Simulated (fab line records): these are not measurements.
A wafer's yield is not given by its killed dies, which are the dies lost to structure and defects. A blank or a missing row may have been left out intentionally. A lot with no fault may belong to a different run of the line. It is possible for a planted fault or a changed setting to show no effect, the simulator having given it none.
A sampling plan put to the test    flow sky130    33 faults told of in these records, all on one fab line, each judged by the records of the lots it struck
The line's own looks make up the plan; these are the steps of the route where a gauge or inspection reads the wafer and leaves it unchanged. A look can be judged if struck wafers have a number there and the file gives its usual mean and standard deviation on fault-free wafers. Caught: a look later than the fault's first step finds the struck wafers' mean 4 or more of those standard deviations (sigma) from the usual mean. On the tool: the test repeated on the tool's own readings taken at the fault's steps. A different recipe on the struck wafers counts as caught too, as does a record blank only for those wafers.

## THE FAULTS, as the simulator had put them in
1. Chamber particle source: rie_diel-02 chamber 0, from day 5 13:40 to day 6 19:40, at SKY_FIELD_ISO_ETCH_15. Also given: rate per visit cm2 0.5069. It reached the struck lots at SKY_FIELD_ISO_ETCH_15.
2. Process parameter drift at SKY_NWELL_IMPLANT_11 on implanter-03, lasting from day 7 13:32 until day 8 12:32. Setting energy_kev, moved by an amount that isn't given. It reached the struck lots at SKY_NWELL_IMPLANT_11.
3. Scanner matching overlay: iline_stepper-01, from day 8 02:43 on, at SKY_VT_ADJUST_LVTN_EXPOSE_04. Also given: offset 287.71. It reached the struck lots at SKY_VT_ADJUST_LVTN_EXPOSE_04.
4. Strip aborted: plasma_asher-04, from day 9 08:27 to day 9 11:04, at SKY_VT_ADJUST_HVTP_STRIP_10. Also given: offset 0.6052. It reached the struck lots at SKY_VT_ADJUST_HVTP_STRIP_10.
5. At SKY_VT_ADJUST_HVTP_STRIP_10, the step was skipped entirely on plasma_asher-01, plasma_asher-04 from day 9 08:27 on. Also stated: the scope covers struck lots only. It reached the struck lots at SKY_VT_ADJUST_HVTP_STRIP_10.
6. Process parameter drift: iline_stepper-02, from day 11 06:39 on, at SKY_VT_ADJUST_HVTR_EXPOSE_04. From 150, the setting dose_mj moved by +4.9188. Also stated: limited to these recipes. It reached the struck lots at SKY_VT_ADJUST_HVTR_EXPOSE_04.
7. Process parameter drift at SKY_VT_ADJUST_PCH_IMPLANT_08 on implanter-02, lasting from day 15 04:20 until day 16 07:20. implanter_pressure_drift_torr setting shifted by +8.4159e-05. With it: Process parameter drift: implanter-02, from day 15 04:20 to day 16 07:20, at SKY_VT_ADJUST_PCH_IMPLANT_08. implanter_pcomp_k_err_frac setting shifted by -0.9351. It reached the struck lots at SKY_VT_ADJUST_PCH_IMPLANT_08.
8. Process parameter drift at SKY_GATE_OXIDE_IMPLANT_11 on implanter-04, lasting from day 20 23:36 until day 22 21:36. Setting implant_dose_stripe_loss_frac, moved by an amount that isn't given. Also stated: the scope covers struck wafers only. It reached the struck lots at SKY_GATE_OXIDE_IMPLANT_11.
9. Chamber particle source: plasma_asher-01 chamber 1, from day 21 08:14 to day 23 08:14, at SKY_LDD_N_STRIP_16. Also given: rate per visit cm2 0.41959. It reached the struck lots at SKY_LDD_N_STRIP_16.
10. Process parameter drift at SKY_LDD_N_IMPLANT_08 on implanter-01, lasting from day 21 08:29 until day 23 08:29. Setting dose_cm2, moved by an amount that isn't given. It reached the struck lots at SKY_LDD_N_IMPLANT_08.
11. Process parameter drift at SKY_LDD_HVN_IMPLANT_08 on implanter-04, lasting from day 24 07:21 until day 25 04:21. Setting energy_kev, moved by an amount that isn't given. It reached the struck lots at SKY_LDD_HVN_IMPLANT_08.
12. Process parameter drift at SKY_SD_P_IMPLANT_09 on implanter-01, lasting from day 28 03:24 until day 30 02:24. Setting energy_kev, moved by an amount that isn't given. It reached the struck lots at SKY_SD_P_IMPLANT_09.
13. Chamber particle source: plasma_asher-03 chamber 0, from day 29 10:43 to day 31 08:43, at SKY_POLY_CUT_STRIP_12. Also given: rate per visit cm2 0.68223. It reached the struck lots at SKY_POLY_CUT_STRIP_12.
14. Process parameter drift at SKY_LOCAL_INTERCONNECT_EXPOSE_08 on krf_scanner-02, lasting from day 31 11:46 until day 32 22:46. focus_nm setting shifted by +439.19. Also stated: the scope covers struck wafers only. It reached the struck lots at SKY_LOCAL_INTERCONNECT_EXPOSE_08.
15. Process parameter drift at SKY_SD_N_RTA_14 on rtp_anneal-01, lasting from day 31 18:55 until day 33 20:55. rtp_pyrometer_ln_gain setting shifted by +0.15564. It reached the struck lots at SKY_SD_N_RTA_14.
16. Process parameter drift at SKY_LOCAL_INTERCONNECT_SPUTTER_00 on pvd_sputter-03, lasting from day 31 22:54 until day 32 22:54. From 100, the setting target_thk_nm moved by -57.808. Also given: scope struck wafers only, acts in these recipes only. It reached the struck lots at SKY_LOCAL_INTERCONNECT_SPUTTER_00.
17. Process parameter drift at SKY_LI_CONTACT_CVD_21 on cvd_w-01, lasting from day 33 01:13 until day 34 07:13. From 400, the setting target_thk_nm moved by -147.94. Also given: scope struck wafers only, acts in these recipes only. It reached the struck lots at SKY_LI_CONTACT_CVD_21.
18. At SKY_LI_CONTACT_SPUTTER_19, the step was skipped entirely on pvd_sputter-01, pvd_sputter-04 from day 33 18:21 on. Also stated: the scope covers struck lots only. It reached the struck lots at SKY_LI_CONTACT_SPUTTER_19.
19. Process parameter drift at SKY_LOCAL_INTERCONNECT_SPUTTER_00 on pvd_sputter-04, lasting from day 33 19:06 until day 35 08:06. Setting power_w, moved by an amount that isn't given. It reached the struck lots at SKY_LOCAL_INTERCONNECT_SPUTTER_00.
20. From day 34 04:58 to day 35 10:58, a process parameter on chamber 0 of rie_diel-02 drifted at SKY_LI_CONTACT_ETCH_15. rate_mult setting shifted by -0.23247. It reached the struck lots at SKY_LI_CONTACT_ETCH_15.
21. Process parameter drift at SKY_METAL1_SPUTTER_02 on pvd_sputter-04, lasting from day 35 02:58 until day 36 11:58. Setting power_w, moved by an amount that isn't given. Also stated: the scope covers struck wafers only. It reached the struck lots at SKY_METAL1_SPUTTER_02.
22. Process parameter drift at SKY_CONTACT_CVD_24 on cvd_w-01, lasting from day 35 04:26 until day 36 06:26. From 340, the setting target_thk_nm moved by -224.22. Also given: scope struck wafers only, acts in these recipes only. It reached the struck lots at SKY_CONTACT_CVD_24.
23. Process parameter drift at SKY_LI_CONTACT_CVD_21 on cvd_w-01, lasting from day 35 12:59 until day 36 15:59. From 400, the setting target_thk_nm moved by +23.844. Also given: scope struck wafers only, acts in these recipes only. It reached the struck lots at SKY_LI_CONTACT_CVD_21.
24. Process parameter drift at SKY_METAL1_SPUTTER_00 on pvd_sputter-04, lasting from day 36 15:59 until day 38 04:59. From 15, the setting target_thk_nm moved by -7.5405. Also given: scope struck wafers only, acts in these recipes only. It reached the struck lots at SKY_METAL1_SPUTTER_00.
25. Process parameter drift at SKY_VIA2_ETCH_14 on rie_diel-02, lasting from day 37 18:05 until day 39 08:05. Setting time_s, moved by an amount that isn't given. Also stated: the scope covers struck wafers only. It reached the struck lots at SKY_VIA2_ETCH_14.
26. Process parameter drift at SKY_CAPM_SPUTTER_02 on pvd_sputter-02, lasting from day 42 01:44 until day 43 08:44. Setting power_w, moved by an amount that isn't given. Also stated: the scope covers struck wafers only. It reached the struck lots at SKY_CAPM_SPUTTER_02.
27. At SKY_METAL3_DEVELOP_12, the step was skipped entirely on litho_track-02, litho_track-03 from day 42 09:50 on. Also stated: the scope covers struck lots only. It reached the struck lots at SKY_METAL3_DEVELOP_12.
28. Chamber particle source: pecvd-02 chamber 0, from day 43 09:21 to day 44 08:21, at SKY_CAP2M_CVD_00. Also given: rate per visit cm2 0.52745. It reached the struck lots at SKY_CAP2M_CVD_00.
29. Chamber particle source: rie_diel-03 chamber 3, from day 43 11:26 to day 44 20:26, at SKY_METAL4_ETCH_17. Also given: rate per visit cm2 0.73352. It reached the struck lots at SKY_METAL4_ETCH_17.
30. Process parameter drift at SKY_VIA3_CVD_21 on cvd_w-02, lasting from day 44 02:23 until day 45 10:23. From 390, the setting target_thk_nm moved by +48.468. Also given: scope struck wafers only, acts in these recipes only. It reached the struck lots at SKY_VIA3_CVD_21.
31. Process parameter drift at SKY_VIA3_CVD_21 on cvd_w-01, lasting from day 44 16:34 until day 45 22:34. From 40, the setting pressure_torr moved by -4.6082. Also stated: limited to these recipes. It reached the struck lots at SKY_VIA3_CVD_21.
32. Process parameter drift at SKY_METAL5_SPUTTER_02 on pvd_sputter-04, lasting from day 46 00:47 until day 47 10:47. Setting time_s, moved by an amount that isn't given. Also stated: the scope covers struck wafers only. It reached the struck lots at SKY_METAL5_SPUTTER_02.
33. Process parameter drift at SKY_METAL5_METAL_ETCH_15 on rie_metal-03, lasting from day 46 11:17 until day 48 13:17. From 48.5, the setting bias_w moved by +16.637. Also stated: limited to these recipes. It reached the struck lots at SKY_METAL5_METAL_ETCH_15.

## WHAT THE PLAN SAW
fault  on the tool itself                                first look that catches it                       reading, sigma                                                                   median hours from its first step to that look  hours from the fault's start to the first struck lot there  judged looks passed uncaught
1      only faintly: drypump_motor_current_A +2.5 sigma  no look after it can be judged                   -                                                                                -                                              -                                                           0
2      beam_energy_keV +99 or beyond sigma               SKY_NWELL_RS_MEAS_29                             NWELL_RS -13                                                                     21.3                                           24                                                          0
3      under 2 sigma                                     SKY_VT_ADJUST_LVTN_OVL_MEAS_07                   VT_ADJUST_LVTN_OVL +99 or beyond                                                 10.6                                           13                                                          0
4      oes_product_au +49 sigma                          SKY_VT_ADJUST_LVTN_TW_MEAS_10                    VT_ADJUST_LVTN_TW -96                                                            22.3                                           25                                                          0
5      the tool's record is blank for the struck wafers  SKY_VT_ADJUST_LVTN_TW_MEAS_10                    VT_ADJUST_LVTN_TW -96                                                            23.1                                           25                                                          0
6      exposure_dose_mJ_cm2 +28 sigma                    not the one look that can be judged after it     strongest: cd_nm at SKY_VT_ADJUST_HVTR_CD_MEAS_07, +2.6                          -                                              -                                                           1
7      end_station_pressure_torr +99 or beyond sigma     SKY_VT_ADJUST_PCH_TW_MEAS_10                     VT_ADJUST_PCH_TW +5.1                                                            0.2                                            8                                                           0
8      under 2 sigma                                     none of the 5 looks that can be judged after it  strongest: GATE_OXIDE_TW at SKY_GATE_OXIDE_TW_MEAS_14, -2.4                      -                                              -                                                           5
9      under 2 sigma                                     not the one look that can be judged after it     -                                                                                -                                              -                                                           1
10     dose_ions_cm2 +99 or beyond sigma                 SKY_LDD_N_TW_MEAS_17                             LDD_N_TW +28                                                                     1.3                                            6                                                           0
11     beam_energy_keV +99 or beyond sigma               SKY_LDD_HVN_TW_MEAS_10                           LDD_HVN_TW +8.9                                                                  0.2                                            4                                                           0
12     beam_energy_keV +99 or beyond sigma               SKY_SD_N_RS_MEAS_17                              SD_P_RS -11                                                                      56.3                                           79                                                          1
13     under 2 sigma                                     none of the 2 looks that can be judged after it  -                                                                                -                                              -                                                           2
14     no reading that can be judged                     SKY_LOCAL_INTERCONNECT_CD_MEAS_11                cd_nm -87                                                                        13.7                                           15                                                          0
15     lamp_power_pct -11 sigma                          SKY_SD_N_RS_MEAS_16                              SD_N_RS +25                                                                      0.2                                            9                                                           0
16     under 2 sigma                                     SKY_LOCAL_INTERCONNECT_RS_MEAS_01                LOCAL_INTERCONNECT_TIN_RS +99 or beyond                                          0.1                                            6                                                           0
17     under 2 sigma                                     SKY_LI_CONTACT_RS_MEAS_22                        LI_CONTACT_W_RS +30                                                              0.1                                            21                                                          0
18     the tool's record is blank for the struck wafers  no look after it can be judged                   -                                                                                -                                              -                                                           0
19     cathode_dc_power_W +99 or beyond sigma            none of the 2 looks that can be judged after it  strongest: LOCAL_INTERCONNECT_TIN_RS at SKY_LOCAL_INTERCONNECT_RS_MEAS_01, -3.4  -                                              -                                                           2
20     under 2 sigma                                     no look after it can be judged                   -                                                                                -                                              -                                                           0
21     cathode_dc_power_W +99 or beyond sigma            SKY_METAL1_RS_MEAS_05                            METAL1_ALCU_RS -4.4                                                              0.1                                            6                                                           0
22     under 2 sigma                                     SKY_CONTACT_RS_MEAS_25                           CONTACT_W_RS +99 or beyond                                                       0.1                                            4                                                           0
23     under 2 sigma                                     none of the 2 looks that can be judged after it  strongest: LI_CONTACT_W_RS at SKY_LI_CONTACT_RS_MEAS_22, -3.6                    -                                              -                                                           2
24     under 2 sigma                                     no look after it can be judged                   -                                                                                -                                              -                                                           0
25     oes_product_au +31 sigma                          no look after it can be judged                   -                                                                                -                                              -                                                           0
26     cathode_dc_power_W +99 or beyond sigma            SKY_CAPM_RS_MEAS_03                              CAPM_TIN_RS -4.4                                                                 0.1                                            3                                                           0
27     no reading that can be judged                     no look after it can be judged                   -                                                                                -                                              -                                                           0
28     under 2 sigma                                     no look after it can be judged                   -                                                                                -                                              -                                                           0
29     under 2 sigma                                     none of the 2 looks that can be judged after it  -                                                                                -                                              -                                                           2
30     under 2 sigma                                     SKY_VIA3_RS_MEAS_22                              VIA3_W_RS -7.8                                                                   0.1                                            4                                                           0
31     chamber_pressure_Torr -46 sigma                   SKY_VIA3_RS_MEAS_22                              VIA3_W_RS +4.5                                                                   0.1                                            6                                                           0
32     under 2 sigma                                     SKY_METAL5_RS_MEAS_05                            METAL5_ALCU_RS +20                                                               0.1                                            6                                                           0
33     bias_w +99 or beyond sigma                        no look after it can be judged                   -                                                                                -                                              -                                                           0
A dash: this means the fault isn't caught or the number doesn't appear in these records.

Caught at a look: 18 of 33. Caught on the tool: 16 of 33. By one or the other: 23 of 33.
On the tool alone, faults 6, 18, 19, 25, 33 were caught.
Caught at a look alone: faults 3, 14, 16, 17, 22, 30, 32.
Caught by neither: faults 1, 8, 9, 13, 20, 23, 24, 27, 28, 29.

## THINNER SAMPLING
In the worst case, this is how late the first struck lot would be measured if the look that catches a fault measured only every second or every third lot, by lot number:
fault  struck lots at that look, in order of time  every lot  every second lot  every third lot
2      L543, L544, L546                            24 h       30 h              may miss all 3
3      L981, L982                                  13 h       24 h              may miss all 2
4      L299                                        25 h       may miss it       may miss it
5      L595, L596                                  25 h       33 h              may miss all 2
7      L372, L373                                  8 h        17 h              may miss all 2
10     L774, L775                                  6 h        15 h              may miss all 2
11     L441, L442                                  4 h        15 h              may miss all 2
12     L996, L999                                  79 h       103 h             may miss all 2
14     L495, L498                                  15 h       45 h              may miss all 2
15     L116, L118                                  9 h        may miss all 2    may miss all 2
16     L695, L696                                  6 h        13 h              may miss all 2
17     L430, L431                                  21 h       30 h              may miss all 2
21     L447                                        6 h        may miss it       may miss it
22     L688, L689                                  4 h        12 h              may miss all 2
26     L140, L143                                  3 h        21 h              may miss all 2
30     L524, L526                                  4 h        may miss all 2    may miss all 2
31     L274, L275                                  6 h        12 h              may miss all 2
32     L617, L619, L621                            6 h        may miss all 3    29 h
Hours: fault start to first struck lot measured. The test against the limit of 4 sigma pooled every struck wafer, which means one lot taken alone may stay below that limit. Other struck lots may not be in these records.

## THE LONGEST TIMED WAY FROM STEP TO LOOK
For fault 12, SKY_SD_P_IMPLANT_09 and SKY_SD_N_RS_MEAS_17 are separated by a median of 56.3 hours. The look between them that can be judged stayed within 4 sigma: SKY_SD_P_TW_MEAS_11.
